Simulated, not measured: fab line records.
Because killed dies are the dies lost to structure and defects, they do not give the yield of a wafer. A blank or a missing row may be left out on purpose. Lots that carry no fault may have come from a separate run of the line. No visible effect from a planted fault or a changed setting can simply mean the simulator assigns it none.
The tool behind it: which one? | flow sky130 | 11 lots, 33 wafers sampled, at 5 steps of a route of 708

WHAT THE GAUGES READ, wafer by wafer
SKY_VT_ADJUST_LVTN_OVL_MEAS_07. Usual: VT_ADJUST_LVTN_OVL gives -0.5 nm (standard deviation 1.6).
lot  | measured     | on         | VT_ADJUST_LVTN_OVL (nm) | flag
L201 | day 7 17:26  | overlay-01 | -4.4 -4.2 -3.9          |
L202 | day 7 18:22  | overlay-01 | -2.2 -3.0 -1.0          |
L203 | day 8 02:45  | overlay-01 | 1.3 0.0 -0.5            |
L204 | day 8 06:32  | overlay-01 | 3.3 2.3 2.8             |
L205 | day 8 09:20  | overlay-01 | -0.6 -1.0 0.1           |
L206 | day 8 10:01  | overlay-02 | -1.5 -0.1 -0.1          |
L207 | day 8 21:29  | overlay-01 | -0.1 -1.0 -0.3          |
L208 | day 8 21:38  | overlay-02 | -0.8 -2.1 -1.2          |
L215 | day 10 15:41 | overlay-01 | 0.4 1.1 0.1             |
L217 | day 11 10:44 | overlay-02 | 0.3 0.2 0.7             |
L219 | day 11 17:49 | overlay-02 | 0.7 0.7 1.4             |

SKY_VT_ADJUST_HVTR_TW_MEAS_11. Usual: VT_ADJUST_HVTR_TW gives 211.2 (standard deviation 1.9).
lot  | measured     | on            | VT_ADJUST_HVTR_TW | flag
L201 | day 10 09:53 | film_metro-04 | 213.3 213.3 213.1 |
L202 | day 10 10:11 | film_metro-02 | 210.3 208.9 209.9 |
L203 | day 10 20:57 | film_metro-03 | 213.9 214.3 213.1 |
L204 | day 11 01:40 | film_metro-04 | 211.5 211.0 211.5 |
L205 | day 11 03:38 | film_metro-04 | 212.9 211.5 212.3 |
L206 | day 11 04:49 | film_metro-02 | 208.3 208.4 208.3 |
L207 | day 11 18:19 | film_metro-03 | 212.5 212.6 212.2 |
L208 | day 11 19:26 | film_metro-04 | 211.7 212.7 211.8 |
L215 | day 13 16:10 | film_metro-03 | 212.9 211.6 212.4 |
L217 | day 14 15:10 | film_metro-02 | 210.2 209.7 208.8 |
L219 | day 14 22:32 | film_metro-04 | 213.1 212.5 212.4 |

SKY_VT_ADJUST_PCH_OVL_MEAS_07. Usual: VT_ADJUST_PCH_OVL gives -0.2 nm (standard deviation 1.6).
lot  | measured     | on         | VT_ADJUST_PCH_OVL (nm) | flag
L201 | day 11 09:07 | overlay-02 | -0.6 -0.4 -1.0         |
L202 | day 11 10:05 | overlay-02 | -1.8 -0.7 -1.9         |
L203 | day 11 20:07 | overlay-02 | 2.0 -0.3 2.0           |
L204 | day 12 00:53 | overlay-02 | 1.1 -1.6 1.1           |
L205 | day 12 03:07 | overlay-02 | 0.2 1.5 1.4            |
L206 | day 12 04:47 | overlay-02 | -0.8 -1.7 -1.9         |
L207 | day 12 19:05 | overlay-02 | 0.0 0.9 1.2            |
L208 | day 12 19:33 | overlay-02 | -1.1 -4.2 -2.9         |
L215 | day 14 18:02 | overlay-01 | -1.0 1.3 1.5           |
L217 | day 15 18:08 | overlay-02 | 3.2 1.9 2.2            |
L219 | day 16 02:03 | overlay-02 | -3.1 -1.4 -0.9         |

SKY_SONOS_ONO_THK_MEAS_03. Usual: SONOS_ONO_CVD_02_THK gives 10.47 nm (standard deviation 0.14).
lot  | measured     | on            | SONOS_ONO_CVD_02_THK (nm)     | flag
L201 | day 12 12:01 | film_metro-04 | 10.40 10.38 10.52             |
L202 | day 12 15:38 | film_metro-03 | 10.33 10.50 10.57             |
L203 | day 13 02:22 | film_metro-04 | 10.30 10.26 10.35             |
L204 | day 13 04:34 | film_metro-04 | 10.47 10.53 10.73             |
L205 | day 13 07:52 | film_metro-04 | 10.49 10.38 10.35             |
L206 | day 13 10:07 | film_metro-01 | 10.64 10.58 10.55             |
L207 | day 13 23:57 | film_metro-03 | 10.49 10.69 10.47             |
L208 | day 14 02:11 | film_metro-04 | 10.33 10.39 10.26             |
L215 | day 16 00:52 | film_metro-04 | 8.78 8.81 8.72 8.67 8.83 8.72 | OFF
L217 | day 17 03:46 | film_metro-03 | 10.51 10.68 10.61             |
L219 | day 17 11:30 | film_metro-01 | 10.48 10.55 10.50             |

TOOL THAT RAN EACH LOT (tool first, then ch and the chambers of the sampled wafers, then the start)
lot  | SKY_SONOS_ONO_CVD_02
L201 | lpcvd-02 ch 0, day 12 10:57
L202 | lpcvd-02 ch 0, day 12 14:34
L203 | lpcvd-02 ch 0, day 13 01:17
L204 | lpcvd-02 ch 1, day 13 03:31
L205 | lpcvd-02 ch 0, day 13 06:49
L206 | lpcvd-02 ch 0, day 13 09:04
L207 | lpcvd-02 ch 0, day 13 22:53
L208 | lpcvd-02 ch 0, day 14 01:08
L215 | lpcvd-02 ch 1, day 15 23:49
L217 | lpcvd-02 ch 0, day 17 02:43
L219 | lpcvd-02 ch 0, day 17 10:27
- SKY_SONOS_ONO_CVD_02: deposits Si3N4 from DCS/NH3, target thk 10.5 nm, time 180 s.

WHAT THE TOOLS THEMSELVES READ (means of the sampled wafers that have a number; where no wafer has one, the mark that the record gives instead)
SKY_SONOS_ONO_CVD_02. Usual: spike_tc_bottom_C 788.7 C, standard deviation 1.5; spike_tc_centre_C 771.5 C, standard deviation 1; spike_tc_lower_C 770.8 C, standard deviation 1.1; spike_tc_top_C 784.1 C, standard deviation 1.7; spike_tc_upper_C 769.2 C, standard deviation 1.1; zone_power_lower_pct 13.7 %, standard deviation 0.57.
lot  | tool     | spike_tc_bottom_C (C) | spike_tc_centre_C (C) | spike_tc_lower_C (C) | spike_tc_top_C (C) | spike_tc_upper_C (C) | zone_power_lower_pct (%) | flag
L201 | lpcvd-02 | 787.6                 | 771.4                 | 769.4                | 782.8              | 768.8                | 14.0                     |
L202 | lpcvd-02 | 787.9                 | 770.7                 | 771.6                | 783.7              | 768.3                | 13.9                     |
L203 | lpcvd-02 | 788.9                 | 771.1                 | 770.3                | 783.4              | 767.9                | 14.0                     |
L204 | lpcvd-02 | 789.1                 | 770.9                 | 770.7                | 786.4              | 769.6                | 12.7                     |
L205 | lpcvd-02 | 788.4                 | 772.0                 | 771.2                | 783.1              | 768.7                | 14.2                     |
L206 | lpcvd-02 | 788.4                 | 771.7                 | 771.1                | 783.1              | 767.8                | 14.0                     |
L207 | lpcvd-02 | 787.2                 | 771.9                 | 770.8                | 783.2              | 768.2                | 14.1                     |
L208 | lpcvd-02 | 787.9                 | 771.3                 | 769.9                | 783.7              | 769.4                | 14.1                     |
L215 | lpcvd-02 | 782.3                 | 763.5                 | 762.8                | 778.1              | 762.3                | 12.6                     | OFF
L217 | lpcvd-02 | 788.3                 | 772.0                 | 771.5                | 783.1              | 768.4                | 14.0                     |
L219 | lpcvd-02 | 788.2                 | 771.4                 | 771.0                | 782.9              | 769.8                | 14.1                     |

THE ANSWER, worked out from the rows above alone
Rule: lot off if the mean of its wafers having a number is beyond 3 standard deviations from the usual mean. A lot without any number at a reading at which 4 lots or more have one is off too. Where the step has rows for the other lots, those lots are counted as sound. The gauges are gone through in route order, then the tools' own readings, and for those a lot's mean is taken as printed above. The first step at which some lot is off is used, and at that step the reading that is off furthest; a lot without a number counts as furthest.
Off: L215, at SKY_SONOS_ONO_THK_MEAS_03 (SONOS_ONO_CVD_02_THK).
If a tool, at a process step before that reading, ran all the lots that are off and no sound lot after the first of them, it fits. The gauges at SKY_SONOS_ONO_THK_MEAS_03 aren't tried: what is off there is off at SKY_SONOS_ONO_CVD_02 too, on other tools, and a gauge's error can't cause that. Of those tried, none fits.

WHAT THE SIMULATOR HAD PUT IN
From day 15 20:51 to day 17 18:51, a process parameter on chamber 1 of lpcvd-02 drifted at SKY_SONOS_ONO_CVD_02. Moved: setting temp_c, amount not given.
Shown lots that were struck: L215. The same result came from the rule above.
